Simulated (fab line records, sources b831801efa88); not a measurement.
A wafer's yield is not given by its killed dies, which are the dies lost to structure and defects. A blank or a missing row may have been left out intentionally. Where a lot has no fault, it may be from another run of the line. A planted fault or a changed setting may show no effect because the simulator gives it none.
Problem report, 8D (eight disciplines) form, completed by code    flow sky130    the parts of the form that need people (team, actions taken, sign-off) are left out

1. PROBLEM STATEMENT
Wafers without a fault read 0.837 a.u., standard deviation 0.005; oes product au at SKY_LI_CONTACT_ETCH_15 reads a mean of 0.881 a.u. on 5 wafers belonging to 3 lots. That is +8.8 standard deviations from the usual mean.
The step: etches PSG in C4F8/O2/Ar, stops on Si, target depth 600 nm.
The first sign was on wafer L103.1 at day 31 12:55, on rie diel-02. The record holds 34 wafers of 12 lots with a number at this step. The rule behind "out" and "out of limits": a value lying over 4 standard deviations away from the usual mean. All remaining wafers that have a number are taken as sound.

2. WHAT IT IS, WHAT IT ISN'T
question                     is                                      is not
which readings at this step  oes product au                          -
which lots                   L103, L104, L105                        L110, L112, L113, L114, L115, L116, L117, L118, L998
which wafers of those lots   L103.1, L103.3, L104.1, L104.3, L105.1  L104.6, L105.6
read on which tools          rie diel-02, rie diel-03                rie diel-04
when                         from day 31 12:55                       up to then (3 sound wafers); but 26 sound wafers of L104, L105, L110, L112, L113, L114, L115, L116, L117, L118 came after

3. THE SUSPECTS, EACH WITH WHAT RULES IT OUT
Counting: a tool at a process step up to the reading stays a suspect if it ran every lot that is out. Sound lots after the first of them don't rule it out here, since some wafers of a struck lot are sound.
- cmp-01 at SKY_LI_CONTACT_CMP_02 (polishes PSG): kept. It ran every lot that is out, first L103 (day 30 09:07).
Left after counting: cmp-01 at SKY_LI_CONTACT_CMP_02.

4. THE CAUSE (what the simulator had put in)
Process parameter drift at SKY_LI_CONTACT_CMP_02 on cmp-01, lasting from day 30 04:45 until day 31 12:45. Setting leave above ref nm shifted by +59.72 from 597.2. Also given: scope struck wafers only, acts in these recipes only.
This tool alone remained once counting was done.

5. SEQUENCE OF EFFECTS, ordered by route
Each row: a reading where the mean over the struck wafers with a number is more than 3 standard deviations away from the usual. Scope: only readings with a usual standard deviation given in the record; hours: median across lots of the time from each lot's start at the first step in this table that gives one to its start at this step; sigmas: change in usual standard deviations.
hours  step                    reading         usual       on struck wafers  change  sigmas
0      SKY_LI_CONTACT_ETCH_15  oes product au  0.837 a.u.  0.881             +0.044  +8.8
Here are the process steps it includes:
- SKY_LI_CONTACT_ETCH_15: etches PSG in C4F8/O2/Ar, stops on Si, target depth 600 nm.

6. WHAT WOULD HAVE CAUGHT IT SOONER
In this record no reading fell out of limits until day 31 12:55, 32 hours after the fault had begun at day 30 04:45.
Of the tool readings at SKY_LI_CONTACT_CMP_02 for which the record gives a usual standard deviation, none was out on any struck wafer, so an alarm limit of 4 standard deviations on them would not have fired.
The start of SKY_LI_CONTACT_CMP_02 on cmp-01 came by day 31 12:55 for every one of the lots that are out (3). Holding the tool at that point would not have protected any of them.
